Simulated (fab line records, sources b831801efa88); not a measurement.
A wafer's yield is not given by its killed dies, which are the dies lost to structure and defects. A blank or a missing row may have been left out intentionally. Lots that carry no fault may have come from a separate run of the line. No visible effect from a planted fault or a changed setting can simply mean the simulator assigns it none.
A sampling plan put to the test || flow sky130 || one fab line, 18 faults that these records tell of, each judged on the records of the lots that it struck
Plan = the line's own looks (route steps where a gauge or an inspection reads the wafer without altering it). A look is open to judgement when struck wafers have a number at it and the file gives its usual mean and standard deviation on fault-free wafers. Caught: the struck wafers' mean, at a look after the fault's first step, is 4 or more of those standard deviations (sigma) away from the usual mean. On the tool: the identical test, applied to the tool's own readings at the steps of the fault. A different recipe on the struck wafers counts as caught too, as does a record blank only for those wafers.

## THE FAULTS, as the simulator had put them in
1. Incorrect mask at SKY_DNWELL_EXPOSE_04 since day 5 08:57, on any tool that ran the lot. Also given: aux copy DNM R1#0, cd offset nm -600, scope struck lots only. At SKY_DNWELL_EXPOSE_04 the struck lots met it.
2. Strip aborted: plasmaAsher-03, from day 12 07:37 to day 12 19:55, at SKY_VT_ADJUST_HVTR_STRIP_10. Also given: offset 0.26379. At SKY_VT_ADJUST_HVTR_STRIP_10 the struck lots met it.
3. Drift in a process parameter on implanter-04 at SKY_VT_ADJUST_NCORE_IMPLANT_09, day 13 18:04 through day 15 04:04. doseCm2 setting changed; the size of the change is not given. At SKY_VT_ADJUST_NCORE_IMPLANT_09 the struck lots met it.
4. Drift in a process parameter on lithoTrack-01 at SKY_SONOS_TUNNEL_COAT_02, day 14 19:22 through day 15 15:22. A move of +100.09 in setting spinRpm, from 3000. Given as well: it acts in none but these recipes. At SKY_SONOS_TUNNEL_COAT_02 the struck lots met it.
5. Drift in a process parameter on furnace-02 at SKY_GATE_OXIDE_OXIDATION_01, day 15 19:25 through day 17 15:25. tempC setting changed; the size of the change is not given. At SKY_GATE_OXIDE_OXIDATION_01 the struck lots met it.
6. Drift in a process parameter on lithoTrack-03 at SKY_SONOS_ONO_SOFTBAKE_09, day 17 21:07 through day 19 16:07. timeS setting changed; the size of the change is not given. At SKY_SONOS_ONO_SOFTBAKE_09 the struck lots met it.
7. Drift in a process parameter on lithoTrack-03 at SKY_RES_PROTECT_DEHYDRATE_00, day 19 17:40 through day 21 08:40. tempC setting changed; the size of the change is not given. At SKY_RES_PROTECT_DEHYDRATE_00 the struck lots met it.
8. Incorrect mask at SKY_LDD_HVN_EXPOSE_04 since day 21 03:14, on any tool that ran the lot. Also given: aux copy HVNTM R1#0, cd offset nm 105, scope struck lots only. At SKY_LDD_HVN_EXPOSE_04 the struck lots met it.
9. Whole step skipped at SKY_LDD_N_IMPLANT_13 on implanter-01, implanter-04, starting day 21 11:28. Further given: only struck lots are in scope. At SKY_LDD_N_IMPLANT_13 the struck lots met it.
10. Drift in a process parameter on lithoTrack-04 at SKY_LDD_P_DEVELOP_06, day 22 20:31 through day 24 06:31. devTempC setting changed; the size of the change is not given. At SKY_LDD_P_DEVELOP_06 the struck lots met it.
11. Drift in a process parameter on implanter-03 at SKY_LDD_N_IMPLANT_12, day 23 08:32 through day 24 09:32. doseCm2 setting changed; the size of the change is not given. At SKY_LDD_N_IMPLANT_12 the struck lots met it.
12. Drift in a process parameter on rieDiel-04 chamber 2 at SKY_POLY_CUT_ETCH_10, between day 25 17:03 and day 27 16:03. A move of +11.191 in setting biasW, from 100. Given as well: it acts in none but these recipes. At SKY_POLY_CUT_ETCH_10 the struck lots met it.
13. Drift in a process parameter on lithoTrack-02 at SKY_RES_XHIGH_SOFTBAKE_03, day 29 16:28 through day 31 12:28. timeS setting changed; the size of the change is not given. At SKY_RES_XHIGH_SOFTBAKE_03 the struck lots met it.
14. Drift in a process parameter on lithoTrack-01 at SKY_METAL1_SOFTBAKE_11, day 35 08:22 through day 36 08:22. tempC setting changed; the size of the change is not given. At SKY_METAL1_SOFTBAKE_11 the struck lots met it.
15. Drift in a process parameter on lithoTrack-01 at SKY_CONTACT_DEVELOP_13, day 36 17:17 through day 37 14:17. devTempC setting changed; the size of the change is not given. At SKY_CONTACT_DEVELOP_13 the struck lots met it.
16. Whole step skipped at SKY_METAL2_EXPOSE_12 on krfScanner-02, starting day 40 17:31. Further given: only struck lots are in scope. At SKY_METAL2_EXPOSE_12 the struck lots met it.
17. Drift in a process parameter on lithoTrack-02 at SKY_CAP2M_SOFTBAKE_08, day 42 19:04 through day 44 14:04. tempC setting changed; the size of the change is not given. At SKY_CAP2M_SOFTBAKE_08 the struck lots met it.
18. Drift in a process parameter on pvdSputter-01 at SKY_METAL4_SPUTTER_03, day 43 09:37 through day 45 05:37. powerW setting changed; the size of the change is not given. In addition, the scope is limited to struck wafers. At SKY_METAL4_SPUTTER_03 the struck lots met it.

## WHAT THE PLAN SAW
{"fault": 1, "on the tool itself": "no reading that can be judged", "first look that catches it": "none of the 2 looks that can be judged after it", "reading, sigma": "-", "median hours from its first step to that look": "-", "hours from the fault's start to the first struck lot there": "-", "judged looks passed uncaught": 2}
{"fault": 2, "on the tool itself": "oesProductAu +39 sigma", "first look that catches it": "no look after it can be judged", "reading, sigma": "-", "median hours from its first step to that look": "-", "hours from the fault's start to the first struck lot there": "-", "judged looks passed uncaught": 0}
{"fault": 3, "on the tool itself": "doseIonsCm2 +80 sigma", "first look that catches it": "no look after it can be judged", "reading, sigma": "-", "median hours from its first step to that look": "-", "hours from the fault's start to the first struck lot there": "-", "judged looks passed uncaught": 0}
{"fault": 4, "on the tool itself": "spinSpeedRpm +43 sigma", "first look that catches it": "not the one look that can be judged after it", "reading, sigma": "-", "median hours from its first step to that look": "-", "hours from the fault's start to the first struck lot there": "-", "judged looks passed uncaught": 1}
{"fault": 5, "on the tool itself": "tubeCenterTempC -51 sigma", "first look that catches it": "not the one look that can be judged after it", "reading, sigma": "-", "median hours from its first step to that look": "-", "hours from the fault's start to the first struck lot there": "-", "judged looks passed uncaught": 1}
{"fault": 6, "on the tool itself": "runLengthS -99 or beyond sigma", "first look that catches it": "no look after it can be judged", "reading, sigma": "-", "median hours from its first step to that look": "-", "hours from the fault's start to the first struck lot there": "-", "judged looks passed uncaught": 0}
{"fault": 7, "on the tool itself": "heaterPowerTotalW +31 sigma", "first look that catches it": "no look after it can be judged", "reading, sigma": "-", "median hours from its first step to that look": "-", "hours from the fault's start to the first struck lot there": "-", "judged looks passed uncaught": 0}
{"fault": 8, "on the tool itself": "no reading that can be judged", "first look that catches it": "no look after it can be judged", "reading, sigma": "-", "median hours from its first step to that look": "-", "hours from the fault's start to the first struck lot there": "-", "judged looks passed uncaught": 0}
{"fault": 9, "on the tool itself": "the tool's record is blank for the struck wafers", "first look that catches it": "no look after it can be judged", "reading, sigma": "-", "median hours from its first step to that look": "-", "hours from the fault's start to the first struck lot there": "-", "judged looks passed uncaught": 0}
{"fault": 10, "on the tool itself": "developerTempC +20 sigma", "first look that catches it": "not the one look that can be judged after it", "reading, sigma": "-", "median hours from its first step to that look": "-", "hours from the fault's start to the first struck lot there": "-", "judged looks passed uncaught": 1}
{"fault": 11, "on the tool itself": "doseIonsCm2 +99 or beyond sigma", "first look that catches it": "no look after it can be judged", "reading, sigma": "-", "median hours from its first step to that look": "-", "hours from the fault's start to the first struck lot there": "-", "judged looks passed uncaught": 0}
{"fault": 12, "on the tool itself": "biasW +37 sigma", "first look that catches it": "no look after it can be judged", "reading, sigma": "-", "median hours from its first step to that look": "-", "hours from the fault's start to the first struck lot there": "-", "judged looks passed uncaught": 0}
{"fault": 13, "on the tool itself": "runLengthS +70 sigma", "first look that catches it": "not the one look that can be judged after it", "reading, sigma": "-", "median hours from its first step to that look": "-", "hours from the fault's start to the first struck lot there": "-", "judged looks passed uncaught": 1}
{"fault": 14, "on the tool itself": "heaterPowerTotalW +31 sigma", "first look that catches it": "none of the 2 looks that can be judged after it", "reading, sigma": "-", "median hours from its first step to that look": "-", "hours from the fault's start to the first struck lot there": "-", "judged looks passed uncaught": 2}
{"fault": 15, "on the tool itself": "developerTempC +18 sigma", "first look that catches it": "not the one look that can be judged after it", "reading, sigma": "-", "median hours from its first step to that look": "-", "hours from the fault's start to the first struck lot there": "-", "judged looks passed uncaught": 1}
{"fault": 16, "on the tool itself": "no reading that can be judged", "first look that catches it": "no look after it can be judged", "reading, sigma": "-", "median hours from its first step to that look": "-", "hours from the fault's start to the first struck lot there": "-", "judged looks passed uncaught": 0}
{"fault": 17, "on the tool itself": "heaterPowerTotalW +53 sigma", "first look that catches it": "no look after it can be judged", "reading, sigma": "-", "median hours from its first step to that look": "-", "hours from the fault's start to the first struck lot there": "-", "judged looks passed uncaught": 0}
{"fault": 18, "on the tool itself": "cathodeDcPowerW -99 or beyond sigma", "first look that catches it": "no look after it can be judged", "reading, sigma": "-", "median hours from its first step to that look": "-", "hours from the fault's start to the first struck lot there": "-", "judged looks passed uncaught": 0}
Dash: fault not caught, or number not given in these records.

Caught at a look: 0 of 18. Caught on the tool: 15 of 18. By one or the other: 15 of 18.
Caught on the tool alone: faults 2, 3, 4, 5, 6, 7, 9, 10, 11, 12, 13, 14, 15, 17, 18.
Caught by neither: faults 1, 8, 16.
